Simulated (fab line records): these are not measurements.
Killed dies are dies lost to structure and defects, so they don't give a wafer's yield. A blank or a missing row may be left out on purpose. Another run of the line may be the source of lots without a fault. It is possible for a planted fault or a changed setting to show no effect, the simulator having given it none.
Chamber matching	flow gf180mcu	rie-diel-03 running GF_V2_ETCH_16: 4 sister chambers
The step etches BARC in N2/H2. 4 wafers are shown with their chamber, then 9 later ones without.

## WAFERS WITH THEIR CHAMBER
wafer	chamber	drypump-motor-current-A (A)
L084.1	3	5.9
L087.1	0	5.9
L087.2	2	4.9
L087.4	1	4.9

## WAFERS WITHOUT THEIR CHAMBER
wafer	drypump-motor-current-A (A)
L091.3	4.9
L091.5	4.9
L091.6	5.9
L092.2	4.9
L092.4	5.9
L092.5	4.9
L093.1	5.9
L093.2	4.8
L093.4	5.9

## EACH ONE'S CHAMBER
wafer	from the rows above	in truth
L091.3	can't be placed: 1 or 2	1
L091.5	can't be placed: 1 or 2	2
L091.6	can't be placed: 0 or 3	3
L092.2	can't be placed: 1 or 2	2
L092.4	can't be placed: 0 or 3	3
L092.5	can't be placed: 1 or 2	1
L093.1	can't be placed: 0 or 3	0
L093.2	can't be placed: 1 or 2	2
L093.4	can't be placed: 0 or 3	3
0 of 9 placed correctly. Not placeable from these rows: 9 (in 9, the candidates include the true chamber). 0 placed wrongly.
How it was worked out, from the rows above alone: a wafer's distance from a chamber is the root of the sum, over the readings, of the square of ((its reading less the chamber's mean) divided by the reading's scatter). If the next closest chamber is less than 2 further off than the closest, the wafer can't be placed; otherwise it belongs to the closest. A chamber's mean is the mean of its shown wafers. The scatter (one wafer shown for each chamber): square how far every hidden wafer sits from the nearest shown wafer, average those squares and take the square root.
